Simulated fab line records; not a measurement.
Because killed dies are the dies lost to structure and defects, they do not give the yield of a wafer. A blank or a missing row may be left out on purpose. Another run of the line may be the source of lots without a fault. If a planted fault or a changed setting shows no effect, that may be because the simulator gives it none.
fab line records ; flow sfq_line
[record] lots = 6; wafers = 18; last_day = 92
route steps=325 shown M3@132 I3@133
lots that met no fault: from a run of the same line without faults
start_h: hours from the record's first day to the start of the lot's first wafer shown ; wait_h: hours since the lot's step before ; " unchanged from the row above ; L1.1+2: one row covering several wafers at once ; - value missing, or start not given ; * or withheld: withheld ; < > ~ a bound
route shown NAME@n: a module of which the file shows steps, and the number in the route of the first ; usual: mean and standard deviation over wafers with no fault ; same: alike in all rows ; chamber/n: place in a boat ; sites: the reading at each site ; _std_site: standard deviation across them ; _edge_site: the outer-site mean with the inner-site mean subtracted ; radius_mm: for every site, how far away it sits from the centre of the wafer ; mask NAME#n: copy n ; behind: the most recent tool/chamber to have shaped the wafer ; hold: reason for holding the lot/hours on hold/outcome of the hold ; device: whichever transistor did not switch (one of n, p or np) ; end of line: the route-end tests of the same wafers ; a step with no rows: only its recipe ; killed: count of dies lost to structure and defects at first sort (not the wafer's yield) ; map: per-die view of a wafer (x killed, . not killed, _ where there is no die)
set.NAME: the setting as run; set.NAME@STEP: as run at that earlier step ; model.NAME: the simulator's own value behind a step, which no gauge read
lots at some steps of the route; a table a step, a row a wafer
services: the hour from which a tool's chamber was out of use, counted from the record's first day as start_h (under 0 if before that day), plus the number of hours and why
[[steps]]
[step SFQ_TRILAYER_M3_STRIP_SOLV_CLEAN_080]
[recipe] chemistry = NMP; temp_c = 70; time_s = 600
[step SFQ_TRILAYER_I3_DEP_PECVD_081]
[recipe] material = SiO2; temp_c = 150; time_s = 111.11; pressure_torr = 2.4; rf_w = 183.3; precursor = SiH4/N2O; target_thk_nm = 500
[usual] heater_power_w = 86/11; throttle_valve_pct = 24.5/1.4
lot.wafer;tool;chamber;start_h;wait_h;heater_power_w;throttle_valve_pct
L236.1;pecvd-03;1;812.66;0.0;80;24.6
L236.4;pecvd-03;2;812.66;0.0;82;23.8
L236.5;pecvd-03;1;812.66;0.0;82;24.8
L238.1;pecvd-03;1;954.63;0.0;81;24.8
L238.4;pecvd-03;0;954.63;0.0;104;26.2
L238.5;pecvd-03;1;954.63;0.0;84;24.8
L240.1;pecvd-03;0;972.63;0.0;108;26.2
L240.2;pecvd-03;1;972.63;0.0;85;24.8
L240.3;pecvd-03;2;972.63;0.0;87;24.1
L246.1;pecvd-02;0;1167.00;0.0;95;26.3
L246.4;pecvd-02;0;1167.00;0.0;101;26.3
L246.6;pecvd-02;2;1167.00;0.0;73;24.7
L255.1;pecvd-03;1;1194.45;0.0;79;24.7
L255.2;pecvd-03;2;1194.45;0.0;83;24.1
L255.3;pecvd-03;0;1194.45;0.0;101;26.2
L257.4;pecvd-03;2;1197.83;0.0;89;24.1
L257.5;pecvd-03;0;1197.83;0.0;101;26.4
L257.6;pecvd-03;1;1197.83;0.0;79;24.8
[step SFQ_TRILAYER_I3_CMP_CMP_082]
[recipe] material = SiO2; down_force_psi = 3; platen_rpm = 60; pad_velocity_m_s = 0.94248
[usual] edge_zone_pressure_frac = 1.000/0.005; motor_current_A = 10.5/1.3; time_to_endpoint_s = 216/6.7
lot.wafer;tool;chamber;start_h;wait_h;edge_zone_pressure_frac;motor_current_A;time_to_endpoint_s
L236.1;cmp-01;2;815.99;3.3;1.010;11.1;210
L236.4;cmp-01;3;815.99;3.3;0.991;9.0;216
L236.5;cmp-01;3;818.49;5.8;0.995;8.3;220
L238.4;cmp-01;2;955.21;0.5;1.006;11.1;210
L238.1;cmp-01;0;956.21;1.5;1.004;10.8;206
L238.5;cmp-01;1;956.21;1.5;1.005;10.6;220
L240.2;cmp-01;0;972.71;0.0;1.003;10.4;214
L240.3;cmp-01;2;973.71;1.0;1.001;11.5;211
L240.1;cmp-01;3;973.71;1.0;0.994;8.6;212
L246.1;cmp-02;3;1168.26;1.2;0.998;9.5;210
L246.4;cmp-02;0;1168.26;1.2;0.994;13.4;215
L246.6;cmp-02;2;1169.76;2.7;1.002;9.6;216
L255.1;cmp-02;1;1199.04;4.5;1.001;9.5;225
L255.3;cmp-02;2;1199.04;4.5;0.997;9.8;221
L255.2;cmp-02;3;1199.04;4.5;1.005;10.0;216
L257.4;cmp-02;0;1208.04;10.2;0.996;13.3;232
L257.5;cmp-02;3;1209.54;11.7;1.000;9.5;220
L257.6;cmp-02;0;1209.54;11.7;1.001;13.1;229
[step SFQ_I3_BOW_MEAS_922]
[recipe] mode = bow
[usual] I3_BOW = 3/9
lot.wafer;tool;chamber;start_h;wait_h;I3_BOW[um]
L236.1;film_metro-01;-;818.99;2.5;15
L236.4;film_metro-01;-;818.99;2.5;21
L236.5;film_metro-01;-;818.99;2.5;6
L238.1;film_metro-04;-;957.71;1.0;-1
L238.4;film_metro-04;-;957.71;1.0;14
L238.5;film_metro-04;-;957.71;1.0;13
L240.1;film_metro-04;-;975.71;1.0;4
L240.2;film_metro-04;-;975.71;1.0;5
L240.3;film_metro-04;-;975.71;1.0;12
L246.1;film_metro-02;-;1170.26;1.5;15
L246.4;film_metro-02;-;1170.26;1.5;5
L246.6;film_metro-02;-;1170.26;1.5;16
L255.1;film_metro-04;-;1201.54;2.0;18
L255.2;film_metro-04;-;1201.54;2.0;6
L255.3;film_metro-04;-;1201.54;2.0;11
L257.4;film_metro-02;-;1210.60;2.1;-2
L257.5;film_metro-02;-;1210.60;2.1;6
L257.6;film_metro-02;-;1210.60;2.1;2
[step SFQ_TRILAYER_I3_METRO_MEASURE_083]
[usual] thk_nm = 200.3/0.86
lot.wafer;tool;chamber;start_h;wait_h;thk_nm
L236.1;film_metro-01;-;819.11;0.1;199.8
L236.4;film_metro-01;-;819.11;0.1;199.2
L236.5;film_metro-01;-;819.11;0.1;199.2
L238.1;film_metro-04;-;957.83;0.1;199.8
L238.4;film_metro-04;-;957.83;0.1;199.3
L238.5;film_metro-04;-;957.83;0.1;201.4
L240.1;film_metro-04;-;975.83;0.1;201.3
L240.2;film_metro-04;-;975.83;0.1;200.9
L240.3;film_metro-04;-;975.83;0.1;199.8
L246.1;film_metro-02;-;1170.38;0.1;199.4
L246.4;film_metro-02;-;1170.38;0.1;200.5
L246.6;film_metro-02;-;1170.38;0.1;199.9
L255.1;film_metro-04;-;1201.66;0.1;201.1
L255.2;film_metro-04;-;1201.66;0.1;200.5
L255.3;film_metro-04;-;1201.66;0.1;201.8
L257.4;film_metro-02;-;1211.26;0.6;202.5
L257.5;film_metro-02;-;1211.26;0.6;201.7
L257.6;film_metro-02;-;1211.26;0.6;201.0
[step SFQ_TRILAYER_I3_VIA_LITHO_COAT_090]
[recipe] resist = BARC; spin_rpm = 3000; resist_thk_nm = 62
[step SFQ_TRILAYER_I3_VIA_LITHO_COAT_085]
[recipe] resist = KrF; spin_rpm = 3000; resist_thk_nm = 650
[step SFQ_TRILAYER_I3_VIA_LITHO_SOFTBAKE_089]
[recipe] temp_c = withheld; time_s = withheld; resist = KrF
[step SFQ_TRILAYER_I3_VIA_LITHO_EXPOSE_086]
[recipe] mask_id = I3; na = 0.6; source_shape = conventional; sigma_outer = 0.65; target_cd_nm = 500; dose_mj = 21.3
[step SFQ_TRILAYER_I3_VIA_LITHO_PEB_088]
[recipe] peb_temp_c = 115; peb_time_s = 60; resist = KrF
[step SFQ_TRILAYER_I3_VIA_LITHO_DEVELOP_087]
[recipe] time_s = 60; resist = KrF
[step SFQ_I3_OVL_MEAS_923]
[usual] I3_OVL = -2/5.6
lot.wafer;tool;chamber;start_h;wait_h;I3_OVL[nm]
L236.1;overlay-01;-;823.76;0.1;-11
L236.4;overlay-01;-;823.76;0.1;2
L236.5;overlay-01;-;823.76;0.1;-3
L238.1;overlay-01;-;961.40;0.1;2
L238.4;overlay-01;-;961.40;0.1;4
L238.5;overlay-01;-;961.40;0.1;0
L240.1;overlay-02;-;1115.05;0.1;1
L240.2;overlay-02;-;1115.05;0.1;-5
L240.3;overlay-02;-;1115.05;0.1;1
L246.1;overlay-01;-;1174.58;0.1;-4
L246.4;overlay-01;-;1174.58;0.1;-9
L246.6;overlay-01;-;1174.58;0.1;-6
L255.1;overlay-02;-;1325.58;0.1;-11
L255.2;overlay-02;-;1325.58;0.1;-11
L255.3;overlay-02;-;1325.58;0.1;-4
L257.4;overlay-02;-;1329.19;0.1;2
L257.5;overlay-02;-;1329.19;0.1;1
L257.6;overlay-02;-;1329.19;0.1;2
[step SFQ_TRILAYER_I3_VIA_BARC_OPEN_VIA_ETCH_121]
[recipe] mask_material = PR; chemistry = O2; target_depth_nm = 125; target = BARC; source_w = 500; bias_w = 80; pressure_mtorr = 30; time_s = 41.7
[usual] bias_w = 80.00/0.21; drypump_motor_current_A = 5.8/0.39; oes_product_au = 0.685/0.0047
lot.wafer;tool;chamber;start_h;wait_h;bias_w;drypump_motor_current_A;oes_product_au;rf_hours_counter_h;model.KrF_of_TRILAYER_I3_VIA_LITHO_COAT_085.thk_nm
L236.1;rie_diel-03;3;823.80;0.0;80.12;4.9;0.688;10;570.6
L236.4;rie_diel-03;0;823.80;0.0;80.11;5.7;0.684;2;574.4
L236.5;rie_diel-03;2;823.80;0.0;79.92;6.3;0.690;-;572.1
L238.1;rie_diel-04;2;961.44;0.0;79.82;5.3;0.684;15;571.4
L238.4;rie_diel-04;1;961.44;0.0;80.10;5.7;0.681;17;573.3
L238.5;rie_diel-04;1;961.44;0.0;79.91;5.7;0.678;-;572.8
L240.1;rie_diel-02;1;1115.09;0.0;80.10;5.8;0.684;9;573
L240.2;rie_diel-02;3;1115.09;0.0;80.40;6.2;0.679;10;572
L240.3;rie_diel-02;0;1115.09;0.0;79.80;6.2;0.684;9;572.7
L246.1;rie_diel-04;2;1174.62;0.0;79.61;5.4;0.691;1;571.2
L246.4;rie_diel-04;0;1174.62;0.0;79.82;5.9;0.687;4;574.3
L246.6;rie_diel-04;0;1174.62;0.0;79.98;5.8;0.680;-;573.8
L255.1;rie_diel-03;0;1325.61;0.0;80.05;5.7;0.687;10;557.1
L255.2;rie_diel-03;1;1325.61;0.0;79.78;5.7;0.691;4;574.2
L255.3;rie_diel-03;3;1325.61;0.0;79.84;4.9;0.676;18;575
L257.4;rie_diel-03;0;1329.21;0.0;79.59;5.6;0.685;10;556.8
L257.5;rie_diel-03;0;1329.21;0.0;79.85;5.6;0.689;-;555.7
L257.6;rie_diel-03;1;1329.21;0.0;80.06;5.7;0.683;-;576.1
[step SFQ_TRILAYER_I3_VIA_ETCH_VIA_ETCH_088]
[recipe] target = SiO2; stop_on = Nb; mask_material = PR; taper_deg = 20; chemistry = CHF3; target_depth_nm = 260; source_w = 500; bias_w = 80; pressure_mtorr = 30; time_s = withheld
[usual] bias_w = 80.01/0.23; drypump_motor_current_A = 5.8/0.39; oes_product_au = 0.855/0.0055
lot.wafer;tool;chamber;start_h;wait_h;bias_w;drypump_motor_current_A;oes_product_au;model.KrF_of_TRILAYER_I3_VIA_LITHO_COAT_085.thk_nm
L236.1;rie_diel-03;3;823.84;0.0;79.77;4.9;0.862;525.7
L236.4;rie_diel-03;0;823.84;0.0;80.07;5.7;0.851;529.1
L236.5;rie_diel-03;2;823.84;0.0;80.53;6.3;0.851;527.1
L238.1;rie_diel-04;2;961.48;0.0;80.29;5.3;0.858;526.5
L238.4;rie_diel-04;1;961.48;0.0;80.00;5.7;0.855;528.3
L238.5;rie_diel-04;1;961.48;0.0;79.78;5.7;0.859;527.9
L240.1;rie_diel-02;1;1115.13;0.0;80.12;5.8;0.854;528.8
L240.2;rie_diel-02;3;1115.13;0.0;79.76;6.1;0.850;527.2
L240.3;rie_diel-02;0;1115.13;0.0;80.40;6.2;0.857;528.3
L246.1;rie_diel-04;2;1174.66;0.0;80.09;5.3;0.845;525.7
L246.4;rie_diel-04;0;1174.66;0.0;79.80;5.9;0.863;529.9
L246.6;rie_diel-04;0;1174.66;0.0;79.66;5.8;0.855;529.2
L255.1;rie_diel-03;0;1325.65;0.0;80.04;5.7;0.849;511.6
L255.2;rie_diel-03;1;1325.65;0.0;80.37;5.7;0.857;529.1
L255.3;rie_diel-03;3;1325.65;0.0;80.28;4.9;0.859;530
L257.4;rie_diel-03;0;1329.25;0.0;79.88;5.7;0.864;511.5
L257.5;rie_diel-03;0;1329.25;0.0;79.78;5.7;0.866;510.5
L257.6;rie_diel-03;1;1329.25;0.0;80.18;5.7;0.855;531.3
[step SFQ_TRILAYER_I3_VIA_STRIP_STRIP_089]
[recipe] gas = O2; power_w = 200; platen_temp_c = 40; overash_fraction = 0.65; chemistry = O2; pressure_mtorr = 50
[usual] drypump_motor_current_A = 6.1/0.39; oes_product_au = 1.001/0.0069; platen_temp_c = 40.00/0.11
[same] overash_fraction = 0.65
lot.wafer;tool;chamber;start_h;wait_h;drypump_motor_current_A;oes_product_au;platen_temp_c;rf_hours_counter_h
L236.1;rie_metal-04;1;823.95;-;6.2;0.997;39.99;11
L236.4;rie_metal-04;1;823.95;-;6.2;0.993;40.24;-
L236.5;rie_metal-04;0;823.95;-;5.6;1.011;40.06;-
L238.1;rie_metal-02;1;961.59;-;6.8;1.007;39.96;112
L238.4;rie_metal-02;1;961.59;-;6.8;1.006;39.85;-
L238.5;rie_metal-02;1;961.59;-;6.8;0.998;40.03;-
L240.1;rie_metal-01;0;1115.24;-;5.8;1.006;39.91;2
L240.2;rie_metal-01;1;1115.24;-;5.9;0.999;39.99;72
L240.3;rie_metal-01;1;1115.24;-;5.9;1.003;39.90;-
L246.1;rie_metal-01;0;1174.77;-;5.7;0.999;40.03;14
L246.4;rie_metal-01;0;1174.77;-;5.7;0.996;39.97;-
L246.6;rie_metal-01;0;1174.77;-;5.7;1.003;40.03;-
L255.1;rie_metal-04;0;1325.76;-;5.6;1.004;39.82;117
L255.2;rie_metal-04;1;1325.76;-;6.3;1.007;39.99;77
L255.3;rie_metal-04;0;1325.76;-;5.7;1.015;39.93;-
L257.4;rie_metal-04;0;1329.56;-;5.7;1.004;39.88;-
L257.5;rie_metal-04;0;1329.56;-;5.6;1.000;39.95;-
L257.6;rie_metal-04;1;1329.56;-;6.2;1.008;39.96;-
[[services]]
tool;chamber;start_h;hours;kind
rie_diel-04;-;792.19;2.8;pm
rie_metal-04;0;800.68;15.5;repair
film_metro-04;-;808.79;0.3;pm
cmp-02;-;812.70;2.1;repair
pecvd-03;0;839.21;4.6;repair
rie_diel-04;0;873.06;1.5;repair
rie_diel-04;2;886.74;3.8;repair
rie_diel-03;2;953.99;7.5;repair
rie_diel-03;-;955.12;2.3;repair
rie_diel-03;2;972.51;6.0;repair
rie_diel-04;-;1028.60;14.6;pm
rie_diel-03;-;1029.12;0.1;repair
rie_diel-03;2;1051.90;9.4;repair
rie_diel-03;3;1077.28;13.8;repair
rie_diel-03;0;1102.04;6.0;repair
rie_diel-03;-;1117.57;3.6;repair
rie_diel-03;1;1117.59;32.8;repair
pecvd-03;2;1118.85;4.0;repair
rie_diel-04;2;1162.53;9.2;repair
rie_diel-04;1;1179.64;4.7;repair
rie_diel-04;3;1232.93;3.7;repair
rie_diel-03;2;1286.71;4.9;repair
rie_diel-03;0;1291.97;9.0;repair
pecvd-03;-;1316.75;14.0;pm
[[key]]
first_sign none at tools or gauges
[model_effect] step = SFQ_TRILAYER_I3_VIA_BARC_OPEN_VIA_ETCH_121; value = KrF_of_TRILAYER_I3_VIA_LITHO_COAT_085.thk_nm; without = 574.2; struck = 556.5
[model_effect] step = SFQ_TRILAYER_I3_VIA_ETCH_VIA_ETCH_088; value = KrF_of_TRILAYER_I3_VIA_LITHO_COAT_085.thk_nm; without = 528.9; struck = 511.2
met_at SFQ_TRILAYER_I3_VIA_BARC_OPEN_VIA_ETCH_121
struck_wafers L255.1,L257.4,L257.5
onset_between 823.80 1325.61
[fault] kind = process_parameter_drift; tool = rie_diel-03; chamber = 0; onset_h = 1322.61; steps = SFQ_TRILAYER_I3_VIA_BARC_OPEN_VIA_ETCH_121; channel = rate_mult; offset = 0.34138; shape = step; end_h = 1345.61
